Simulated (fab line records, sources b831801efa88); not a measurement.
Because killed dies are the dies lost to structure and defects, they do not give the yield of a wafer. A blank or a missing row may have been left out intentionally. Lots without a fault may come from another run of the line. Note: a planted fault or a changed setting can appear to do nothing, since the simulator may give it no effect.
Which tool was responsible? ; flow gf180mcu ; Sampling: 15 lots, 45 wafers, 2 of 602 route steps

## WHAT EACH GAUGE READ, for each wafer
GF_HV_LDD_CD_MEAS_19: the cd target is 400 nm.
lot;measured;on;cdNm (nm)
L824;day 11 00:07;cdSem-01;398.6 401.6 398.6
L823;day 11 00:16;cdSem-02;401.6 401.3 401.3
L828;day 12 02:31;cdSem-01;404.1 403.7 404.0
L830;day 12 21:46;cdSem-02;398.2 397.4 398.8
L831;day 13 05:07;cdSem-02;397.3 395.7 396.5
L832;day 13 11:46;cdSem-01;399.8 398.4 401.9
L833;day 13 19:05;cdSem-01;400.2 399.8 399.1
L834;day 14 04:24;cdSem-02;401.3 399.7 402.4
L835;day 14 08:44;cdSem-02;395.7 395.4 394.2
L836;day 14 15:05;cdSem-01;397.9 398.5 400.5
L839;day 15 18:23;cdSem-02;401.5 401.2 398.9
L843;day 16 23:19;cdSem-01;398.3 400.0 397.2
L844;day 17 10:14;cdSem-02;399.3 399.0 399.7
L845;day 17 15:56;cdSem-01;399.0 400.6 399.8
L846;day 18 01:41;cdSem-02;399.4 399.2 401.2

GF_HV_LDD_OVL_MEAS_20.
lot;measured;on;HV_LDD_01_OVL (nm)
L824;day 11 00:12;overlay-02;-0.6 -0.2 -0.6
L823;day 11 00:22;overlay-02;-1.5 -1.9 -0.5
L828;day 12 02:37;overlay-02;-2.1 -1.5 -2.8
L830;day 12 21:53;overlay-02;-0.4 2.0 1.2
L831;day 13 05:13;overlay-02;0.4 -0.6 -0.2
L832;day 13 11:51;overlay-01;-2.2 0.2 -3.6
L833;day 13 19:12;overlay-02;-0.8 0.1 0.1
L834;day 14 04:29;overlay-01;0.0 0.1 -0.6
L835;day 14 08:51;overlay-02;-0.9 2.3 -1.0
L836;day 14 15:11;overlay-02;-2.5 -2.8 -3.6
L839;day 15 18:31;overlay-01;-0.1 -0.5 -2.1
L843;day 16 23:25;overlay-01;0.3 0.3 0.1
L844;day 17 10:22;overlay-01;-0.8 -1.2 0.3
L845;day 17 16:01;overlay-02;-0.7 -1.0 -0.8
L846;day 18 01:46;overlay-02;0.2 -0.7 -0.5

## WHICH TOOL RAN EACH LOT (tool, then ch and the chambers of the sampled wafers, then the start)
The record holds no process step before these readings.

## WHAT THE TOOLS THEMSELVES READ (means of the sampled wafers that have a number; where no wafer has one, the mark that the record gives instead)
The record holds no such reading with a usual standard deviation.

## THE ANSWER, worked out from the rows above alone
Rule: usual is defined by the lots themselves. Put in order of their means at a reading, lots are off if they are a third of the lots or fewer, leave a main group of 4 or more, and stand apart from it by a gap of 3 or more times the standard deviation of the main group's means; of several such gaps the widest counts. Not used: any main group whose means are identical at the precision the tables above print for the reading. Also off: a lot with no number at a reading for which 4 or more lots have one. Any other lot the step has rows for is counted as sound. The gauges are gone through in route order, then the tools' own readings, and for those a lot's mean is taken as printed above. At the first step where some lot is off, the reading lying furthest off is the one used; lots without a number count as furthest.
No lot is off on any of the readings shown, so nothing can be concluded from this.

## WHAT HAD BEEN PUT IN BY THE SIMULATOR
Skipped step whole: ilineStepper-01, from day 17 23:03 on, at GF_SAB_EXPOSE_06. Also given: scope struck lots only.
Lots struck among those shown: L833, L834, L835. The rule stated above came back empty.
